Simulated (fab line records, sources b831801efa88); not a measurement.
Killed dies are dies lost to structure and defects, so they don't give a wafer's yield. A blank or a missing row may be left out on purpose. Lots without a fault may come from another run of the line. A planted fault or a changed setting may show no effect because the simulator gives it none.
A struck lot beside a sound one | flow sky130 | 22 steps out of a route of 708
Sound: wafers L197.2, L197.3, L197.5. Struck: wafers L205.2, L205.3, L205.5. The cause comes at the end.
At each step with rows: each side's tool, then ch and its chambers, then its first start. Under that, the readings that differ: sound wafers | struck wafers | difference of the means | sigmas: that difference in standard deviations of wafers without a fault.
alike: readings whose means differ by less than 2 such deviations, and words and numbers that are the same on both sides. not compared: withheld readings, readings that some wafer has no value for, bounds like >300 that may hide the same value, and numbers for which the record gives no deviation and whose values overlap.
The two part at a step that has a row with sigmas, a row that says differs or no value, or rows on one side only. Numbers that don't overlap but have no deviation are shown without sigmas and don't part them. A reading that every wafer of one side lacks parts them only if that side has two wafers or more.

SKY_METAL3_SPUTTER_00: material Ti, target thk 15 nm, time 10 s.
  sound on pvd_sputter-04, day 38 19:16; struck on pvd_sputter-02, day 41 05:38
  alike: throttle_valve_pct
then, 1 step without rows for these wafers: SKY_METAL3_SPUTTER_01 (material TiN, target thk 20 nm, time 16.7 s).
SKY_METAL3_SPUTTER_02: material AlCu, target thk 735 nm, time 39.1 s.
  sound on pvd_sputter-04, day 38 19:18; struck on pvd_sputter-02, day 41 05:41
  alike: throttle_valve_pct
SKY_METAL3_SPUTTER_03: material Ti, target thk 5 nm, time 3.3 s.
  sound on pvd_sputter-04, day 38 19:20; struck on pvd_sputter-02, day 41 05:43
  alike: throttle_valve_pct
SKY_METAL3_SPUTTER_04: material TiN, target thk 70 nm, time 58.3 s.
  sound on pvd_sputter-04, day 38 19:22; struck on pvd_sputter-02, day 41 05:44
  alike: throttle_valve_pct
SKY_CAPM_CVD_00: deposits SiO2, target thk 15.5 nm.
  sound on pecvd-01 ch 1,2, day 38 19:25; struck on pecvd-02 ch 0,2, day 41 05:47
  alike: heater_power_w
SKY_CAPM_THK_MEAS_01:
  sound on film_metro-02, day 38 19:26; struck on film_metro-02, day 41 05:49
  alike: CAPM_CVD_00_THK
then, 1 step without rows for these wafers: SKY_CAPM_SPUTTER_02 (material TiN, target thk 200 nm, time 166.7 s).
SKY_CAPM_RS_MEAS_03: measures by four-point-probe.
  sound on film_metro-01, day 38 19:37; struck on film_metro-02, day 41 06:00
  alike: CAPM_TIN_RS
SKY_CAPM_THK_MEAS_04: measures by xrf.
  sound on film_metro-01, day 38 19:44; struck on film_metro-02, day 41 06:07
  alike: CAPM_TIN_THK
then, 2 steps without rows for these wafers: SKY_CAPM_DEHYDRATE_05 (time 60 s); SKY_CAPM_HMDS_06 (prime time 60 s).
SKY_CAPM_COAT_07: resist thk 1140 nm.
  sound on litho_track-02 ch 0, day 39 07:51; struck on litho_track-02 ch 0, day 41 18:09
  reading                                   | sound                | struck               | difference | sigmas
  spin_speed_rpm (rpm)                      | 2999.8 3001.3 2998.2 | 3215.2 3217.1 3209.7 | +214.2     | +99 or more
  model.NOVOLAK_of_CAPM_COAT_07.thk_nm (nm) | 1144 1145 1142       | 1102 1103 1106       | -40        |
then, 4 steps without rows for these wafers: SKY_CAPM_SOFTBAKE_08 (time 60 s); SKY_CAPM_EXPOSE_09 (exposes mask CAPM, target cd 1000 nm); SKY_CAPM_PEB_10; SKY_CAPM_DEVELOP_11 (develop time 60 s).
SKY_CAPM_OVL_MEAS_12:
  sound on overlay-02, day 39 20:34; struck on overlay-01, day 42 05:34
  alike: CAPM_OVL
SKY_CAPM_METAL_ETCH_13: etches TiN in Cl2/BCl3, stops on SiO2, target depth 220 nm, time 65.24 s.
  sound on rie_metal-02 ch 0,1, day 39 20:36; struck on rie_metal-01 ch 0,1, day 42 05:36
  reading                                   | sound                | struck               | difference | sigmas
  oes_product_au (a.u.)                     | 0.945 0.946 0.962    | 0.917 0.923 0.924    | -0.030     | -3
  throttle_valve_pct (%)                    | 21.903 21.891 21.881 | 21.922 21.905 21.923 | +0.025     | +2
  model.NOVOLAK_of_CAPM_COAT_07.thk_nm (nm) | 992 991.7 989.7      | 951.2 951.9 954      | -38.8      |
  alike: bcl3_flow_sccm, drypump_motor_current_A, he_backside_leak_sccm
  not compared: rf_hours_counter_h
SKY_CAPM_STRIP_14: strips in O2/N2.
  sound on plasma_asher-04 ch 0,1, day 39 20:41; struck on plasma_asher-03 ch 0,1, day 42 05:42
  reading                      | sound             | struck            | difference | sigmas
  strip_time_to_endpoint_s (s) | 12.65 12.65 12.61 | 12.17 12.16 12.20 | -0.46      | -9
  alike: drypump_motor_current_A, oes_product_au
  not compared: rf_hours_counter_h
then, 1 step without rows for these wafers: SKY_CAPM_STRIP_15 (strips in post etch residue remover, time 1200 s).
-- the record jumps here: 8 days lie between the struck wafers' starts before and after (it left off in module CAPM and takes up again in module PAD_OPEN, whose first step shown is number 708 of the route) --
SKY_PAD_OPEN_PROBE_99:
  the record has rows for the struck wafers here (prober-01, day 49 19:30) and none for the sound ones

WHERE THEY PART
First at SKY_CAPM_COAT_07; last, within this record, at SKY_PAD_OPEN_PROBE_99.

WHY: what the simulator had put in
Process parameter drift: litho_track-02, from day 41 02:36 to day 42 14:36, at SKY_CAPM_COAT_07. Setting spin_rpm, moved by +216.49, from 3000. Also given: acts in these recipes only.
